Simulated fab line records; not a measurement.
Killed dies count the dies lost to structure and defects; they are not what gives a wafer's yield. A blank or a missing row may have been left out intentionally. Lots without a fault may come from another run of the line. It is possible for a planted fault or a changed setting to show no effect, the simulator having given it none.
Which tool is to blame? / flow gf180mcu / 10 lots with 30 wafers sampled at 2 steps, on a route of 602 steps

WHAT THE GAUGES SHOWED, per wafer
GF_VT_IMPLANT_TW_MEAS_10.
lot=L699; measured=day 5 17:41; on=filmMetro-01; VT_IMPLANT_TW=560 562 557
lot=L700; measured=day 5 21:08; on=filmMetro-01; VT_IMPLANT_TW=560 559 560
lot=L701; measured=day 6 02:13; on=filmMetro-01; VT_IMPLANT_TW=566 570 570
lot=L702; measured=day 6 09:19; on=filmMetro-01; VT_IMPLANT_TW=570 567 566
lot=L703; measured=day 6 14:50; on=filmMetro-02; VT_IMPLANT_TW=554 553 553
lot=L704; measured=day 6 22:55; on=filmMetro-01; VT_IMPLANT_TW=567 572 573
lot=L705; measured=day 7 05:28; on=filmMetro-03; VT_IMPLANT_TW=939 933 939 939 939 938
lot=L706; measured=day 7 10:44; on=filmMetro-03; VT_IMPLANT_TW=933 935 938 934 934 937
lot=L707; measured=day 7 16:50; on=filmMetro-01; VT_IMPLANT_TW=925 925 925 926 923 932
lot=L708; measured=day 7 22:17; on=filmMetro-03; VT_IMPLANT_TW=931 935 933 933 936 933

TOOL THAT RAN EACH LOT (tool first, then ch and the chambers of the sampled wafers, then the start)
lot=L699; GF_VT_IMPLANT_IMPLANT_08=implanter-03 ch 0, day 5 17:25
lot=L700; GF_VT_IMPLANT_IMPLANT_08=implanter-01 ch 0, day 5 20:53
lot=L701; GF_VT_IMPLANT_IMPLANT_08=implanter-03 ch 0, day 6 01:59
lot=L702; GF_VT_IMPLANT_IMPLANT_08=implanter-01 ch 0, day 6 09:04
lot=L703; GF_VT_IMPLANT_IMPLANT_08=implanter-02 ch 0, day 6 14:35
lot=L704; GF_VT_IMPLANT_IMPLANT_08=implanter-03 ch 0, day 6 22:40
lot=L705; GF_VT_IMPLANT_IMPLANT_08=implanter-02 ch 0, day 7 05:14
lot=L706; GF_VT_IMPLANT_IMPLANT_08=implanter-02 ch 0, day 7 10:29
lot=L707; GF_VT_IMPLANT_IMPLANT_08=implanter-02 ch 0, day 7 16:35
lot=L708; GF_VT_IMPLANT_IMPLANT_08=implanter-03 ch 0, day 7 22:02
- GF_VT_IMPLANT_IMPLANT_08

WHAT THE TOOLS THEMSELVES READ (means of the sampled wafers that have a number; where no wafer has one, the mark that the record gives instead)
GF_VT_IMPLANT_IMPLANT_08.
lot=L699 tool=implanter-03 beamEnergyKeV=19.999
lot=L700 tool=implanter-01 beamEnergyKeV=20.004
lot=L701 tool=implanter-03 beamEnergyKeV=20.002
lot=L702 tool=implanter-01 beamEnergyKeV=19.996
lot=L703 tool=implanter-02 beamEnergyKeV=20.002
lot=L704 tool=implanter-03 beamEnergyKeV=20.008
lot=L705 tool=implanter-02 beamEnergyKeV=19.997
lot=L706 tool=implanter-02 beamEnergyKeV=19.995
lot=L707 tool=implanter-02 beamEnergyKeV=20.003
lot=L708 tool=implanter-03 beamEnergyKeV=20.003

THE ANSWER, worked out from the rows above alone
Rule: usual is defined by the lots themselves. Put in order of their means at a reading, lots are off if they are a third of the lots or fewer, leave a main group of 4 or more, and stand apart from it by a gap of 3 or more times the standard deviation of the main group's means; of several such gaps the widest counts. Not used: any main group whose means are identical at the precision the tables above print for the reading. A lot without any number at a reading at which 4 lots or more have one is off too. Where the step has rows for the other lots, those lots are counted as sound. The gauges are gone through in route order, then the tools' own readings, and for those a lot's mean is taken as printed above. At the first step where some lot is off, the reading lying furthest off is the one used; lots without a number count as furthest.
Across all readings shown, no lot is off: no conclusion can be drawn from this.

WHAT THE SIMULATOR PUT IN
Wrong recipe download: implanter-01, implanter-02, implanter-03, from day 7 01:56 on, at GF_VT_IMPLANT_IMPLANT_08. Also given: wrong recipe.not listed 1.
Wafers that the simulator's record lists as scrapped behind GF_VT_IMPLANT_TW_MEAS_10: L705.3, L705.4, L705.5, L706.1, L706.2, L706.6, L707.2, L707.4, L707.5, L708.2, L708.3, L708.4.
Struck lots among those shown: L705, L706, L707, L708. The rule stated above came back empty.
